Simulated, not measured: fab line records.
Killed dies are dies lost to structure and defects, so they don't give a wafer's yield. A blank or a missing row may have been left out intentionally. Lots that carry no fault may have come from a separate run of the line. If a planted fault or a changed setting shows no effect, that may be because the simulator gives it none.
fab line records	flow sky130
record: lots: 7	wafers: 21	last_day: 51
route steps=708 shown VIA4@645 METAL5@661 PAD_OPEN@708
lots that met no fault: taken from a fault-free run of the same line
start_h: the number of hours between the record's first day and the start of the first shown wafer of the lot	wait_h: hours from the lot's prior step to this one	" as in the row above	L1.1+2: one row covering several wafers at once	- no value present, or no start provided	* or withheld: withheld	< > ~ a bound
route shown NAME@n: a module of which the file shows steps, and the number in the route of the first	usual: mean/standard deviation taken from wafers without a fault	same: alike in all rows	chamber/n: place in a boat	sites: readings site by site	_std_site: the standard deviation of these	_edge_site: the outer-site mean with the inner-site mean subtracted	radius_mm: how far each site lies from the wafer's centre	mask NAME#n: copy n	behind: tool/chamber where the wafer was last shaped	hold: reason for holding the lot/hours on hold/outcome of the hold	device: the transistor (n, p or np) that didn't switch	end of line: tests of these same wafers at the route's end	a step with no rows: only its recipe	killed: at the first sort, the dies lost to defects and structure; wafer yield is something else	map: dies across one wafer; x = killed, . = not, _ = none there
set.NAME: the run value of the setting; set.NAME@STEP: its run value at that earlier step	model.NAME: the simulator's own value behind a step, which no gauge read
lots at selected steps of the route; one table per step, one row per wafer
services: when a tool's chamber went out of use (start_h, in hours from the record's first day, below 0 if earlier), for how many hours, and the reason
== steps ==
step: SKY_VIA4_COAT_06
recipe: resist: NOVOLAK	spin_rpm: 3000	resist_thk_nm: 1140
step: SKY_VIA4_SOFTBAKE_07
recipe: temp_c: 90	time_s: 60	resist: NOVOLAK
step: SKY_VIA4_EXPOSE_08
recipe: mask_id: VIM4	na: 0.6	source_shape: conventional	sigma_outer: 0.6	polarization: unpolarized	target_cd_nm: 800	dose_mj: 132
step: SKY_VIA4_PEB_09
recipe: temp_c: withheld	time_s: *	resist: NOVOLAK
step: SKY_VIA4_DEVELOP_10
recipe: resist: NOVOLAK	developer: TMAH	develop_time_s: 60	dev_temp_c: 23
step: SKY_VIA4_OVL_MEAS_11
usual: VIA4_OVL: -0.2/1.4
lot.wafer	tool	chamber	start_h	wait_h	VIA4_OVL[nm]
L494.2	overlay-02	-	1029.59	0.1	0.3
L494.4	"	-	"	"	1.0
L494.5	"	-	"	"	0.4
L495.1	overlay-01	-	1052.79	0.1	-0.7
L495.5	"	-	"	"	-1.7
L495.6	"	-	"	"	-1.3
L496.2	overlay-01	-	1054.09	0.1	0.1
L496.3	"	-	"	"	0.7
L496.5	"	-	"	"	0.0
L504.1	overlay-01	-	1155.94	0.1	-0.7
L504.2	"	-	"	"	1.7
L504.3	"	-	"	"	1.4
L503.2	overlay-02	-	1156.25	0.1	0.7
L503.3	"	-	"	"	2.4
L503.4	"	-	"	"	1.1
L507.1	overlay-02	-	1158.49	0.1	-1.5
L507.4	"	-	"	"	-1.1
L507.6	"	-	"	"	1.4
L510.3	overlay-02	-	1160.95	0.1	-0.1
L510.4	"	-	"	"	-0.8
L510.5	"	-	"	"	0.7
step: SKY_VIA4_ETCH_12
recipe: target: SiO2	chemistry: C4F8/O2/Ar	stop_on: TiN	mask_material: NOVOLAK	source_w: 1500	bias_w: 1200	pressure_mtorr: 40	c4f8_flow_sccm: withheld	O2_flow_sccm: 6	Ar_flow_sccm: 300	time_s: withheld	target_depth_a: 5800
usual: chamber_pressure_mTorr: 40.00/0.039	oes_product_au: 0.926/0.0048
lot.wafer	tool	chamber	start_h	wait_h	chamber_pressure_mTorr	oes_product_au
L494.2	rie_diel-03	0	1029.62	0.0	40.03	0.920
L494.4	"	2	"	"	40.05	0.931
L494.5	"	1	"	"	40.01	0.923
L495.1	rie_diel-04	0	1052.82	0.0	40.07	0.922
L495.5	"	0	"	"	39.96	0.935
L495.6	"	1	"	"	39.98	0.926
L496.2	rie_diel-03	1	1054.12	0.0	40.02	0.928
L496.3	"	2	"	"	39.96	0.928
L496.5	"	2	"	"	40.01	0.923
L504.1	rie_diel-01	1	1155.97	0.0	40.05	0.931
L504.2	"	2	"	"	40.03	0.938
L504.3	"	0	"	"	40.00	0.938
L503.2	rie_diel-03	2	1156.28	0.0	40.01	0.925
L503.3	"	1	"	"	40.04	0.933
L503.4	"	1	"	"	40.03	0.927
L507.1	rie_diel-01	1	1158.53	0.0	39.99	0.931
L507.4	"	0	"	"	40.04	0.923
L507.6	"	3	"	"	39.96	0.926
L510.3	rie_diel-01	0	1160.97	0.0	39.99	0.925
L510.4	"	2	"	"	39.97	0.928
L510.5	"	3	"	"	40.08	0.928
step: SKY_VIA4_STRIP_13
recipe: chemistry: O2/N2	power_w: 1400	pressure_mtorr: 1500	platen_temp_c: withheld	o2_flow_sccm: 3000	n2_flow_sccm: 300	overash_fraction: 0.5
usual: chamber_pressure_mTorr: 1500.1/1.4	drypump_motor_current_A: 5.59/0.2	oes_product_au: 0.710/0.0048	strip_time_to_endpoint_s: 12.804/0.023
lot.wafer	tool	chamber	start_h	wait_h	chamber_pressure_mTorr	drypump_motor_current_A	oes_product_au	rf_hours_counter_h	strip_time_to_endpoint_s
L494.2	plasma_asher-02	0	1029.70	-	1502.1	5.60	0.715	61	12.835
L494.4	"	0	"	"	1500.7	5.61	0.713	-	12.810
L494.5	"	1	"	"	1500.0	5.31	0.715	-	12.776
L495.1	plasma_asher-04	1	1052.90	-	1500.2	5.62	0.708	28	12.763
L495.5	"	0	"	"	1497.6	5.74	0.703	-	12.819
L495.6	"	1	"	"	1500.4	5.64	0.715	-	12.811
L496.2	plasma_asher-04	0	1054.19	-	1503.0	5.74	0.712	28	12.806
L496.3	"	1	"	"	1500.4	5.63	0.710	-	12.789
L496.5	"	0	"	"	1499.7	5.74	0.716	-	12.758
L504.1	plasma_asher-04	0	1156.05	-	1497.3	5.74	0.714	39	12.800
L504.2	"	1	"	"	1501.9	5.65	0.711	39	12.776
L504.3	"	0	"	"	1501.3	5.75	0.704	-	12.775
L503.2	plasma_asher-02	0	1156.35	-	1498.1	5.60	0.707	74	12.827
L503.3	"	0	"	"	1500.7	5.61	0.704	-	12.800
L503.4	"	1	"	"	1501.3	5.32	0.714	-	12.789
L507.1	plasma_asher-02	1	1158.60	-	1497.7	5.33	0.714	74	12.778
L507.4	"	0	"	"	1497.7	5.59	0.702	-	12.774
L507.6	"	0	"	"	1500.8	5.60	0.714	-	12.788
L510.3	plasma_asher-02	1	1161.08	-	1500.1	5.32	0.708	-	12.838
L510.4	"	0	"	"	1500.1	5.59	0.715	-	12.821
L510.5	"	1	"	"	1500.1	5.30	0.706	-	12.791
step: SKY_VIA4_STRIP_14
recipe: chemistry: post_etch_residue_remover	time_s: 1200	temp_c: 72.5
step: SKY_VIA4_CLEAN_15
recipe: chemistry: IPA	time_s: 180	temp_c: 25
step: SKY_VIA4_CLEAN_16
recipe: chemistry: O3/DIW	dry: n2_spin
step: SKY_VIA4_SPUTTER_17
recipe: material: TiN	target_thk_nm: 20	chamber_pressure_pa: 5	power_w: 4000	time_s: 80
usual: throttle_valve_pct: 30.2/0.97
lot.wafer	tool	chamber	start_h	wait_h	throttle_valve_pct
L494.2	pvd_sputter-01	-	1030.53	0.0	31.0
L494.4	"	-	"	"	30.5
L494.5	"	-	"	"	29.4
L495.1	pvd_sputter-02	-	1054.30	0.0	30.7
L495.5	"	-	"	"	29.3
L495.6	"	-	"	"	29.7
L496.2	pvd_sputter-04	-	1055.09	0.0	29.3
L496.3	"	-	"	"	29.1
L496.5	"	-	"	"	29.1
L504.1	pvd_sputter-02	-	1156.68	0.0	30.8
L504.2	"	-	"	"	31.5
L504.3	"	-	"	"	29.0
L503.2	pvd_sputter-01	-	1156.98	0.0	29.0
L503.3	"	-	"	"	31.0
L503.4	"	-	"	"	29.6
L507.1	pvd_sputter-02	-	1159.19	0.0	29.2
L507.4	"	-	"	"	29.0
L507.6	"	-	"	"	31.5
L510.3	pvd_sputter-04	-	1161.63	0.0	29.1
L510.4	"	-	"	"	29.8
L510.5	"	-	"	"	29.5
step: SKY_VIA4_CVD_18
recipe: material: W	target_thk_nm: 505	time_s: 152.14	temp_c: 400	pressure_torr: 40
usual: chamber_pressure_Torr: 39.99/0.087	heater_power_w: 838/82
lot.wafer	tool	chamber	start_h	wait_h	chamber_pressure_Torr	heater_power_w	model.W_of_VIA4_CVD_18.thk_nm
L494.2	cvd_w-01	0	1030.59	0.0	39.96	947	506.8
L494.4	"	0	"	"	40.03	927	500.5
L494.5	"	1	"	"	31.57	754	444.4
L495.1	cvd_w-01	1	1054.36	0.0	31.46	735	445
L495.5	"	0	"	"	40.04	950	500.2
L495.6	"	1	"	"	31.43	752	449.2
L496.2	cvd_w-01	0	1055.15	0.0	40.27	939	494.8
L496.3	"	1	"	"	31.38	763	435.8
L496.5	"	0	"	"	40.24	938	492
L504.1	cvd_w-02	1	1156.74	0.0	40.02	879	498.7
L504.2	"	0	"	"	39.92	759	508.9
L504.3	"	0	"	"	39.92	781	506.5
L503.2	cvd_w-01	0	1157.05	0.0	40.00	941	497.8
L503.3	"	0	"	"	40.03	923	497
L503.4	"	1	"	"	40.02	748	504.7
L507.1	cvd_w-01	0	1159.25	0.0	39.99	944	494.2
L507.4	"	1	"	"	39.90	737	496.8
L507.6	"	1	"	"	39.77	750	501.6
L510.3	cvd_w-01	0	1161.75	0.1	40.02	945	488.1
L510.4	"	1	"	"	40.07	761	491.3
L510.5	"	1	"	"	39.99	756	496.2
step: SKY_VIA4_RS_MEAS_19
recipe: thk_meas_gauge: four-point-probe	reads: W_of_VIA4_CVD_18+TiN_of_VIA4_SPUTTER_17
usual: VIA4_W_RS: 0.2280/0.0025
lot.wafer	tool	chamber	start_h	wait_h	VIA4_W_RS[ohm/sq]
L494.2	film_metro-02	-	1030.76	0.1	0.2257
L494.4	"	-	"	"	0.2284
L494.5	"	-	"	"	0.2578
L495.1	film_metro-04	-	1054.51	0.1	0.2571
L495.5	"	-	"	"	0.2288
L495.6	"	-	"	"	0.2548
L496.2	film_metro-02	-	1055.32	0.1	0.2312
L496.3	"	-	"	"	0.2627
L496.5	"	-	"	"	0.2329
L504.1	film_metro-02	-	1156.89	0.1	0.2297
L504.2	"	-	"	"	0.2242
L504.3	"	-	"	"	0.2261
L503.2	film_metro-01	-	1157.22	0.1	0.2292
L503.3	"	-	"	"	0.2298
L503.4	"	-	"	"	0.2260
L507.1	film_metro-04	-	1159.40	0.1	0.2314
L507.4	"	-	"	"	0.2302
L507.6	"	-	"	"	0.2272
L510.3	film_metro-04	-	1161.89	0.1	0.2341
L510.4	"	-	"	"	0.2323
L510.5	"	-	"	"	0.2303
step: SKY_VIA4_THK_MEAS_20
recipe: thk_meas_gauge: xrf	reads: W_of_VIA4_CVD_18
usual: VIA4_W_THK: 516/6.4
lot.wafer	tool	chamber	start_h	wait_h	VIA4_W_THK[nm]
L494.2	film_metro-02	-	1030.87	0.1	525
L494.4	"	-	"	"	518
L494.5	"	-	"	"	458
L495.1	film_metro-04	-	1054.63	0.1	460
L495.5	"	-	"	"	516
L495.6	"	-	"	"	464
L496.2	film_metro-02	-	1055.43	0.1	517
L496.3	"	-	"	"	451
L496.5	"	-	"	"	512
L504.1	film_metro-02	-	1157.01	0.1	518
L504.2	"	-	"	"	529
L504.3	"	-	"	"	526
L503.2	film_metro-01	-	1157.33	0.1	511
L503.3	"	-	"	"	509
L503.4	"	-	"	"	517
L507.1	film_metro-04	-	1159.52	0.1	509
L507.4	"	-	"	"	510
L507.6	"	-	"	"	516
L510.3	film_metro-04	-	1161.99	0.1	499
L510.4	"	-	"	"	504
L510.5	"	-	"	"	510
step: SKY_VIA4_CMP_21
recipe: stop_on: SiO2	t_overpolish_s: 25	down_force_psi: 3.5	platen_rpm: 60	target_thk_nm: 0	pad_velocity_m_s: 0.94248
usual: motor_current_A: 11.0/1.6	time_to_endpoint_s: 124/4.4
lot.wafer	tool	chamber	start_h	wait_h	motor_current_A	time_to_endpoint_s
L494.4	cmp-01	1	1030.97	0.1	11.1	121
L494.2	"	3	"	"	12.5	127
L494.5	"	1	"	"	10.9	107
L495.1	cmp-01	3	1054.69	0.1	12.5	116
L495.5	"	3	"	"	12.3	127
L495.6	"	0	"	"	10.0	116
L496.2	cmp-02	0	1055.58	0.1	9.8	115
L496.3	"	1	"	"	10.2	105
L496.5	"	2	"	"	13.2	117
L504.3	cmp-01	2	1157.07	0.0	12.0	122
L504.1	"	3	"	"	12.3	122
L504.2	"	1	"	"	10.2	119
L503.3	cmp-02	0	1157.38	0.0	10.3	117
L503.2	"	2	"	"	14.3	123
L503.4	"	3	"	"	8.8	124
L507.1	cmp-02	0	1159.63	0.1	9.6	119
L507.4	"	2	"	"	13.5	125
L507.6	"	3	"	"	8.7	124
L510.3	cmp-02	2	1162.03	0.0	12.8	121
L510.4	"	3	"	"	9.2	116
L510.5	"	3	"	"	8.4	118
step: SKY_METAL5_SPUTTER_00
recipe: material: Ti	target_thk_nm: 15	power_w: 3000	time_s: 10	chamber_pressure_pa: 0.4
usual: throttle_valve_pct: 29.9/1.2
lot.wafer	tool	chamber	start_h	wait_h	throttle_valve_pct
L494.2	pvd_sputter-04	-	1031.22	0.1	30.2
L494.4	"	-	"	"	29.5
L494.5	"	-	"	"	30.3
L495.1	pvd_sputter-02	-	1054.99	0.2	30.7
L495.5	"	-	"	"	30.7
L495.6	"	-	"	"	31.7
L496.2	pvd_sputter-02	-	1055.78	0.1	29.7
L496.3	"	-	"	"	31.6
L496.5	"	-	"	"	31.8
L504.1	pvd_sputter-02	-	1157.37	0.2	30.5
L504.2	"	-	"	"	29.1
L504.3	"	-	"	"	31.4
L503.2	pvd_sputter-04	-	1157.68	0.1	29.3
L503.3	"	-	"	"	29.7
L503.4	"	-	"	"	32.1
L507.1	pvd_sputter-04	-	1159.88	0.2	29.8
L507.4	"	-	"	"	29.8
L507.6	"	-	"	"	29.9
L510.3	pvd_sputter-03	-	1162.33	0.2	30.8
L510.4	"	-	"	"	30.6
L510.5	"	-	"	"	30.1
step: SKY_PAD_OPEN_PROBE_99
usual: defect_limited_yield: 82.5/2	killed_at_M0_to_M3: 42/7.3	killed_at_M4_up: 3.4/2	killed_at_contacts: 24/5.6	killed_at_front_end: 16/4.5	killed_at_other: 0.2/0.51	killed_dies: 86/9.8	killed_on_rim: 17/3.8	killed_open: 46/7	killed_short: 40/6.7	sort_bin_3_pad_short: 0.9/0.42	sort_bin_5_function: 10.3/1.5	sort_bin_6_memory: 6.3/1.3	sort_n_pass: 406/9.8	sort_yield_pct: 82.5/2
same: gross_dies: 492	killed_at_back_side: 0	sort_bin_4_leakage[%]: 0	sort_bin_8_speed[%]: 0
lot.wafer	tool	chamber	start_h	wait_h	defect_limited_yield[%]	killed_at_M0_to_M3	killed_at_M4_up	killed_at_contacts	killed_at_front_end	killed_at_other	killed_dies	killed_on_rim	killed_open	killed_short	sort_bin_3_pad_short[%]	sort_bin_5_function[%]	sort_bin_6_memory[%]	sort_n_pass	sort_yield_pct[%]
L494.2	prober-01	-	1104.50	0.1	82.5	47	3	22	14	0	86	23	46	40	1.2	10.0	6.3	406	82.5
L494.4	prober-01	-	1104.60	0.2	80.9	42	3	26	23	0	94	19	49	45	1.0	9.8	8.3	398	80.9
L494.5	prober-01	-	1104.65	0.2	79.7	61	5	17	17	0	100	18	55	45	1.0	11.8	7.5	392	79.7
L495.1	prober-01	-	1125.03	0.1	82.7	44	4	19	18	0	85	19	40	44	0.8	12.6	3.9	407	82.7
L495.5	prober-01	-	1125.23	0.2	81.5	49	4	18	20	0	91	18	47	44	1.2	10.2	7.1	401	81.5
L495.6	prober-01	-	1125.28	0.2	83.7	46	1	21	12	0	80	21	49	31	0.8	8.5	6.9	412	83.7
L496.2	prober-02	-	1125.29	0.1	80.5	50	5	21	19	1	96	17	52	43	1.0	10.0	8.5	396	80.5
L496.3	prober-02	-	1125.34	0.2	84.1	33	6	23	16	0	78	11	37	41	1.2	8.9	5.7	414	84.1
L496.5	prober-02	-	1125.44	0.2	85.6	28	4	21	18	0	71	17	35	36	0.8	7.9	5.7	421	85.6
L504.1	prober-01	-	1213.86	0.1	84.3	43	4	21	9	0	77	17	46	31	0.4	8.1	7.1	415	84.3
L504.2	prober-01	-	1213.91	0.1	83.5	34	2	30	15	0	81	18	50	31	0.6	10.2	5.7	411	83.5
L504.3	prober-01	-	1213.96	0.2	80.3	46	4	29	18	0	97	20	49	48	1.8	12.6	5.3	395	80.3
L503.2	prober-02	-	1214.56	0.1	84.3	38	1	27	11	0	77	18	44	33	0.6	10.0	5.1	415	84.3
L503.3	prober-02	-	1214.61	0.2	79.1	35	8	44	16	0	103	17	51	52	1.8	13.6	5.5	389	79.1
L503.4	prober-02	-	1214.66	0.2	81.1	35	7	40	11	0	93	19	46	47	1.0	11.2	6.7	399	81.1
L507.1	prober-01	-	1215.40	0.1	80.7	42	6	27	20	0	95	22	53	42	1.2	10.6	7.5	397	80.7
L507.4	prober-01	-	1215.55	0.2	82.7	39	3	28	15	0	85	21	47	38	0.4	10.2	6.7	407	82.7
L507.6	prober-01	-	1215.65	0.2	81.5	41	3	31	16	0	91	13	43	46	1.4	9.6	7.5	401	81.5
L510.3	prober-02	-	1218.38	0.2	81.3	42	0	28	22	0	92	16	55	37	1.2	11.4	6.1	400	81.3
L510.4	prober-02	-	1218.43	0.2	82.5	43	8	21	14	0	86	20	51	35	0.6	10.4	6.5	406	82.5
L510.5	prober-02	-	1218.48	0.2	81.5	43	1	32	13	2	91	16	41	50	1.0	10.8	6.7	401	81.5
killed by level:class
L494.2 VIA1:geometric_particle:open=18 LOCAL_INTERCONNECT:geometric_particle:short=7 CONTACT:geometric_particle:open=7 POLY_GATE:geometric_particle:open=6 VIA1:geometric_particle:short=6 VIA3:geometric_particle:short=6 METAL1:geometric_particle:short=5 VIA2:geometric_particle:open=4
L494.4 CONTACT:geometric_particle:open=10 VIA3:geometric_particle:open=10 VIA2:geometric_particle:open=7 FIELD_ISO:geometric_particle:open=6 POLY_GATE:geometric_particle:short=6 METAL2:geometric_particle:short=6 VIA2:geometric_particle:short=5 LI_CONTACT:geometric_particle:open=5
L494.5 VIA3:geometric_particle:open=17 VIA1:geometric_particle:open=11 CONTACT:geometric_particle:open=6 METAL1:geometric_particle:short=6 VIA1:geometric_particle:short=6 POLY_GATE:geometric_particle:short=5 VIA2:geometric_particle:short=5 FIELD_ISO:geometric_particle:open=4
L495.1 METAL1:geometric_particle:short=7 VIA1:geometric_particle:open=7 LI_CONTACT:geometric_particle:open=6 VIA3:geometric_particle:open=6 FIELD_ISO:geometric_particle:short=5 CONTACT:geometric_particle:short=5 VIA1:geometric_particle:short=5 POLY_GATE:geometric_particle:open=4
L495.5 VIA2:geometric_particle:open=11 CONTACT:geometric_particle:open=10 FIELD_ISO:geometric_particle:open=8 VIA1:geometric_particle:open=8 FIELD_ISO:geometric_particle:short=7 METAL2:geometric_particle:short=7 METAL1:geometric_particle:short=5 VIA2:geometric_particle:short=5
L495.6 VIA2:geometric_particle:open=11 VIA3:geometric_particle:open=10 CONTACT:geometric_particle:open=7 LI_CONTACT:geometric_particle:open=6 METAL1:geometric_particle:short=6 VIA1:geometric_particle:open=5 FIELD_ISO:geometric_particle:open=4 METAL2:geometric_particle:short=4
L496.2 CONTACT:geometric_particle:open=10 VIA1:geometric_particle:open=10 FIELD_ISO:geometric_particle:open=7 VIA2:geometric_particle:open=7 METAL1:geometric_particle:short=6 VIA3:geometric_particle:open=6 VIA1:geometric_particle:short=5 METAL3:geometric_particle:short=4
L496.3 VIA1:geometric_particle:open=9 CONTACT:geometric_particle:short=7 CONTACT:geometric_particle:open=7 METAL4:geometric_particle:short=6 FIELD_ISO:geometric_particle:short=4 FIELD_ISO:geometric_particle:open=4 LI_CONTACT:geometric_particle:open=4 VIA2:geometric_particle:open=4
L496.5 CONTACT:geometric_particle:open=10 FIELD_ISO:geometric_particle:short=6 VIA1:geometric_particle:open=6 LOCAL_INTERCONNECT:geometric_particle:short=5 VIA3:geometric_particle:short=5 METAL1:geometric_particle:short=4 FIELD_ISO:geometric_particle:open=4 POLY_GATE:geometric_particle:short=3
L504.1 VIA2:geometric_particle:open=11 VIA1:geometric_particle:open=10 CONTACT:geometric_particle:open=9 FIELD_ISO:geometric_particle:short=4 VIA3:geometric_particle:open=4 METAL1:geometric_particle:short=4 LI_CONTACT:geometric_particle:short=3 LI_CONTACT:geometric_particle:open=3
L504.2 CONTACT:geometric_particle:open=12 POLY_GATE:geometric_particle:open=7 LI_CONTACT:geometric_particle:open=7 METAL2:geometric_particle:short=7 VIA2:geometric_particle:open=7 CONTACT:geometric_particle:short=5 VIA1:geometric_particle:open=5 METAL1:geometric_particle:short=4
L504.3 LI_CONTACT:geometric_particle:open=10 METAL2:geometric_particle:short=9 CONTACT:geometric_particle:open=9 VIA1:geometric_particle:open=7 POLY_GATE:geometric_particle:short=6 METAL1:geometric_particle:short=6 LOCAL_INTERCONNECT:geometric_particle:short=5 VIA3:geometric_particle:open=5
L503.2 VIA1:geometric_particle:open=9 LI_CONTACT:geometric_particle:open=7 LOCAL_INTERCONNECT:geometric_particle:short=7 CONTACT:geometric_particle:open=6 VIA2:geometric_particle:open=5 METAL2:geometric_particle:short=5 VIA3:geometric_particle:open=5 FIELD_ISO:geometric_particle:open=4
L503.3 LI_CONTACT:geometric_particle:open=14 CONTACT:geometric_particle:open=11 CONTACT:geometric_particle:short=10 METAL2:geometric_particle:short=8 VIA1:geometric_particle:open=7 POLY_GATE:geometric_particle:short=6 METAL4:geometric_particle:short=6 VIA3:geometric_particle:open=6
L503.4 CONTACT:geometric_particle:open=16 LI_CONTACT:geometric_particle:open=13 METAL1:geometric_particle:short=9 METAL4:geometric_particle:short=6 CONTACT:geometric_particle:short=5 VIA1:geometric_particle:open=5 LOCAL_INTERCONNECT:geometric_particle:short=4 METAL2:geometric_particle:short=4
L507.1 CONTACT:geometric_particle:open=13 FIELD_ISO:geometric_particle:short=9 VIA3:geometric_particle:open=9 FIELD_ISO:geometric_particle:open=7 LI_CONTACT:geometric_particle:open=7 VIA1:geometric_particle:open=5 METAL2:geometric_particle:short=5 METAL1:geometric_particle:short=4
L507.4 LI_CONTACT:geometric_particle:open=11 CONTACT:geometric_particle:open=8 VIA3:geometric_particle:open=7 VIA2:geometric_particle:open=6 VIA1:geometric_particle:open=6 CONTACT:geometric_particle:short=5 VIA1:geometric_particle:short=5 METAL1:geometric_particle:short=3
L507.6 CONTACT:geometric_particle:short=9 LI_CONTACT:geometric_particle:open=9 CONTACT:geometric_particle:open=9 VIA2:geometric_particle:open=8 METAL2:geometric_particle:short=7 VIA3:geometric_particle:open=7 POLY_GATE:geometric_particle:short=6 VIA1:geometric_particle:open=4
L510.3 VIA3:geometric_particle:open=9 VIA1:geometric_particle:open=9 LI_CONTACT:geometric_particle:open=8 CONTACT:geometric_particle:open=8 VIA1:geometric_particle:short=8 POLY_GATE:geometric_particle:open=7 METAL2:geometric_particle:short=6 POLY_GATE:geometric_particle:short=5
L510.4 VIA1:geometric_particle:open=10 FIELD_ISO:geometric_particle:open=7 LI_CONTACT:geometric_particle:open=7 VIA3:geometric_particle:open=7 VIA2:geometric_particle:open=6 LOCAL_INTERCONNECT:geometric_particle:short=5 METAL4:geometric_particle:short=5 METAL1:geometric_particle:short=4
L510.5 LI_CONTACT:geometric_particle:open=8 VIA1:geometric_particle:short=7 LOCAL_INTERCONNECT:geometric_particle:short=7 CONTACT:geometric_particle:open=7 CONTACT:geometric_particle:short=7 VIA1:geometric_particle:open=7 METAL1:geometric_particle:short=5 POLY_GATE:geometric_particle:open=4
== services ==
tool	chamber	start_h	hours	kind
pvd_sputter-01	-	1009.04	2.4	repair
rie_diel-01	-	1009.17	0.5	repair
cvd_w-02	0	1023.02	6.0	repair
cmp-01	-	1051.17	1.5	repair
rie_diel-04	-	1059.80	1.0	repair
cmp-01	-	1062.67	1.7	repair
cmp-01	-	1072.69	5.3	pm
cvd_w-01	1	1076.70	15.0	repair
cvd_w-02	1	1080.40	3.6	repair
rie_diel-04	-	1081.89	0.8	repair
cmp-02	-	1084.00	4.0	pm
cmp-01	-	1092.75	5.9	pm
pvd_sputter-04	-	1095.88	0.7	repair
pvd_sputter-02	-	1098.43	5.1	repair
rie_diel-04	-	1106.78	0.3	repair
cmp-02	-	1109.85	4.8	pm
plasma_asher-02	-	1123.96	0.7	repair
pvd_sputter-03	-	1136.94	1.0	repair
pvd_sputter-03	-	1138.38	6.3	repair
rie_diel-03	3	1145.73	2.4	repair
pvd_sputter-02	0	1147.52	-	consumable_replace:kit
rie_diel-03	3	1152.50	8.7	repair
cvd_w-01	-	1153.14	2.8	pm
pvd_sputter-02	-	1159.60	13.5	repair
== key ==
first_sign: step: SKY_VIA4_CVD_18	reading: chamber_pressure_Torr	direction: down	sigmas: 99	usual: 39.99	struck: 31.46
effect: step: SKY_VIA4_RS_MEAS_19	reading: VIA4_W_RS	direction: up	sigmas: 12	usual: 0.2280	struck: 0.2581
effect: step: SKY_VIA4_THK_MEAS_20	reading: VIA4_W_THK	direction: down	sigmas: 9	usual: 516	struck: 458
effect: step: SKY_VIA4_CMP_21	reading: time_to_endpoint_s	direction: down	sigmas: 2.8	usual: *	struck: *
model_effect: step: SKY_VIA4_CVD_18	value: W_of_VIA4_CVD_18.thk_nm	without: 500.2	struck: 443.6
met_at SKY_VIA4_CVD_18
struck_wafers L494.5,L495.1,L495.6,L496.3
fault: kind: process_parameter_drift	tool: cvd_w-01	chamber: 1	onset_h: 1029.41	steps: SKY_VIA4_CVD_18	channel: pressure_torr	offset: -8.4916	shape: step	end_h: 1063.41	acts_in: these_recipes_only	stated: 40
